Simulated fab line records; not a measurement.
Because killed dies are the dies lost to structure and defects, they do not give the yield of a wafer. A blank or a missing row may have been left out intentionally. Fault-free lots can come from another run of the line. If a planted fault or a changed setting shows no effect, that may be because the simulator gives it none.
The tool behind it: which one? || flow gf180mcu || Sampling: 6 lots, 18 wafers, 3 of 602 route steps

== WHAT THE GAUGES READ, wafer by wafer ==
GF_M4_RS_MEAS_05: measurement is done with a four-point probe.
{"lot": "L916", "measured": "day 22 15:18", "on": "film metro-02", "M4_ALCU_RS (ohm/sq)": "0.0686 0.0704 0.0688"}
{"lot": "L919", "measured": "day 24 03:17", "on": "film metro-01", "M4_ALCU_RS (ohm/sq)": "0.0681 0.0702 0.0705"}
{"lot": "L922", "measured": "day 24 23:13", "on": "film metro-02", "M4_ALCU_RS (ohm/sq)": "0.0718 0.0700 0.0704"}
{"lot": "L925", "measured": "day 26 02:47", "on": "film metro-04", "M4_ALCU_RS (ohm/sq)": "0.0694 0.0435 0.0428"}
{"lot": "L934", "measured": "day 28 16:17", "on": "film metro-04", "M4_ALCU_RS (ohm/sq)": "0.0689 0.0694 0.0691"}
{"lot": "L937", "measured": "day 29 12:46", "on": "film metro-02", "M4_ALCU_RS (ohm/sq)": "0.0697 0.0699 0.0711"}

== TOOL THAT RAN EACH LOT (tool first, then ch and the chambers of the sampled wafers, then the start) ==
{"lot": "L916", "GF_V2_SPUTTER_21": "pvd sputter-02, day 20 11:38", "GF_M4_SPUTTER_02": "pvd sputter-01, day 22 15:10"}
{"lot": "L919", "GF_V2_SPUTTER_21": "pvd sputter-02, day 22 01:07", "GF_M4_SPUTTER_02": "pvd sputter-03, day 24 03:12"}
{"lot": "L922", "GF_V2_SPUTTER_21": "pvd sputter-03, day 22 23:38", "GF_M4_SPUTTER_02": "pvd sputter-03, day 24 23:07"}
{"lot": "L925", "GF_V2_SPUTTER_21": "pvd sputter-04, day 24 02:25", "GF_M4_SPUTTER_02": "pvd sputter-03, day 26 02:39"}
{"lot": "L934", "GF_V2_SPUTTER_21": "pvd sputter-02, day 26 20:03", "GF_M4_SPUTTER_02": "pvd sputter-02, day 28 16:10"}
{"lot": "L937", "GF_V2_SPUTTER_21": "pvd sputter-04, day 27 18:56", "GF_M4_SPUTTER_02": "pvd sputter-01, day 29 12:37"}
- GF_V2_SPUTTER_21: material Ti, target thk 15 nm, time 80.02 s.
- GF_M4_SPUTTER_02: material AlCu, target thk 450 nm, time 23.9 s.

== THE ANSWER, worked out from the rows above alone ==
Rule: usual is defined by the lots themselves. The widest of any qualifying gaps counts: lots, ordered by their means at a reading, are off when they make up no more than a third of the lots, leave a main group of 4 or more, and stand apart from it by 3 or more times the standard deviation of that group's means. Not used: any main group whose means are identical at the precision the tables above print for the reading. Also off: a lot with no number at a reading for which 4 or more lots have one. The other lots that the step has rows for count as sound.
Off: L925, seen at GF_M4_RS_MEAS_05 (M4_ALCU_RS). The main group: mean 0.0698 ohm/sq, standard deviation 0.0006.
If a tool, at a process step before that reading, ran all the lots that are off and no sound lot after the first of them, it fits. Gauges at GF_M4_RS_MEAS_05: tried the same way as those tools. One candidate fits, namely pvd sputter-03 at GF_M4_SPUTTER_02. A fault onset in the window from L922 (day 24 23:07, its last sound lot) to L925 (day 26 02:39, its first lot off) fits.

== WHAT HAD BEEN PUT IN BY THE SIMULATOR ==
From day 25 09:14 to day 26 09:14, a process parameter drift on pvd sputter-03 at GF_M4_SPUTTER_02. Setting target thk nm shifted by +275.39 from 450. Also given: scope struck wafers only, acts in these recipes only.
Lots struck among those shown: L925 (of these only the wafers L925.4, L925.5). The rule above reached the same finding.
